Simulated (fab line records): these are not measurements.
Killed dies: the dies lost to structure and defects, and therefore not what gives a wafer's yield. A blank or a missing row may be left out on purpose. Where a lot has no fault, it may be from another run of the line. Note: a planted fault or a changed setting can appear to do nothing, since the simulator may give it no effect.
Which of the tools did it? ; flow gf180mcu ; 38 wafers from 13 lots sampled at 3 of the route's 602 steps

## WHAT EACH GAUGE READ, for each wafer
GF_M4_CD_MEAS_14: target cd 280 nm. Usual: cd nm at 280.3 nm, with a standard deviation of 1.
lot;measured;on;cd nm (nm);flag
L776;day 24 01:32;cd sem-02;280.9 281.3 281.5;
L775;day 24 05:29;cd sem-01;281.1 280.3 279.8;
L778;day 23 23:38;cd sem-02;280.9 279.6 280.1;
L779;day 24 07:59;cd sem-02;279.9 280.3 280.3;
L780;day 24 10:13;cd sem-02;280.7 280.3 280.7;
L781;day 24 17:17;cd sem-02;278.8 203.7 279.3;OFF
L782;day 25 02:38;cd sem-02;206.9 279.4 206.8;OFF
L783;day 25 06:05;cd sem-02;206.1 278.4;OFF
L791;day 28 02:05;cd sem-01;280.4 279.9 280.2;
L794;day 29 01:26;cd sem-02;281.6 279.8 281.2;
L795;day 29 12:56;cd sem-01;280.6 280.3 280.7;
L797;day 30 04:04;cd sem-02;281.1 282.0 281.8;
L798;day 30 07:37;cd sem-02;281.2 281.1 280.5;

## WHAT TOOL EACH LOT RAN ON (gives the tool, then ch and the chambers of the sampled wafers, and finally the start)
lot;GF_STI_CMP_25;GF_M4_EXPOSE_11
L776;cmp-01 ch 0,1, day 2 21:46;krf scanner-02 ch 0, day 23 14:28
L775;cmp-02 ch 0,1,3, day 2 23:10;krf scanner-01 ch 0, day 23 18:49
L778;cmp-01 ch 0,2, day 2 23:10;krf scanner-01 ch 0, day 23 12:03
L779;cmp-02 ch 2,3, day 3 04:38;krf scanner-01 ch 0, day 23 21:38
L780;cmp-01 ch 0,1,2, day 3 05:46;krf scanner-02 ch 0, day 23 23:53
L781;cmp-02 ch 1,3, day 3 10:56;krf scanner-01 ch 0, day 24 06:36
L782;cmp-02 ch 1,2,3, day 3 15:18;krf scanner-01 ch 0, day 24 16:08
L783;cmp-01 ch 0,1, day 3 19:44;krf scanner-01 ch 0, day 24 19:32
L791;cmp-02 ch 0,1,3, day 5 12:38;krf scanner-01 ch 0, day 27 15:46
L794;cmp-02 ch 2,3, day 6 03:13;krf scanner-01 ch 0, day 28 14:41
L795;cmp-01 ch 0,1,2, day 6 11:19;krf scanner-01 ch 0, day 29 03:05
L797;cmp-01 ch 0,1,3, day 6 19:21;krf scanner-01 ch 0, day 29 19:13
L798;cmp-02 ch 1,2,3, day 7 01:15;krf scanner-01 ch 0, day 29 22:31
- GF_STI_CMP_25: polishes, stops on Si3N4, t overpolish 33 s, target thk 524.6 nm.
- GF_M4_EXPOSE_11: exposes mask Metal4, target cd 280 nm.

## AS READ BY THE TOOLS THEMSELVES (means over the sampled wafers that have a number; for cases with no such wafer, the mark the record gives instead)
GF_STI_CMP_25. Usual: motor current A 12.5 A, standard deviation 1.1; overpolish run s 32.999 s, standard deviation 0.01; retaining ring pressure frac 0.999, standard deviation 0.005; time to endpoint s 123 s, standard deviation 7.
lot;tool;motor current A (A);overpolish run s (s);retaining ring pressure frac;time to endpoint s (s);flag
L776;cmp-01;12.6;32.995;0.998;122;
L775;cmp-02;13.3;33.007;0.998;125;
L778;cmp-01;11.8;32.994;0.992;124;
L779;cmp-02;12.5;33.001;1.001;126;
L780;cmp-01;12.5;32.989;0.999;122;
L781;cmp-02;13.7;32.999;0.998;125;
L782;cmp-02;13.0;33.007;0.997;127;
L783;cmp-01;12.9;32.990;0.996;126;
L791;cmp-02;13.4;33.000;0.997;116;
L794;cmp-02;13.7;32.996;0.998;111;
L795;cmp-01;12.4;32.997;0.999;123;
L797;cmp-01;12.9;33.000;0.995;124;
L798;cmp-02;13.4;32.995;1.003;108;

## THE ANSWER, worked out from the rows above alone
Rule: a lot is off if the mean of its wafers that have a number lies more than 3 standard deviations from the usual mean. A lot without any number at a reading at which 4 lots or more have one is off too. The other lots that the step has rows for count as sound. The gauges are gone through in route order, then the tools' own readings, and for those a lot's mean is taken as printed above. At the first step where some lot is off, the reading lying furthest off is the one used; lots without a number count as furthest.
Off: L781, L782, L783 (GF_M4_CD_MEAS_14, cd nm).
If a tool, at a process step before that reading, ran all the lots that are off and no sound lot after the first of them, it fits. The gauges at GF_M4_CD_MEAS_14 are tried like those tools. Not one of the candidates tried fits.

## WHAT WAS PUT IN BY THE SIMULATOR
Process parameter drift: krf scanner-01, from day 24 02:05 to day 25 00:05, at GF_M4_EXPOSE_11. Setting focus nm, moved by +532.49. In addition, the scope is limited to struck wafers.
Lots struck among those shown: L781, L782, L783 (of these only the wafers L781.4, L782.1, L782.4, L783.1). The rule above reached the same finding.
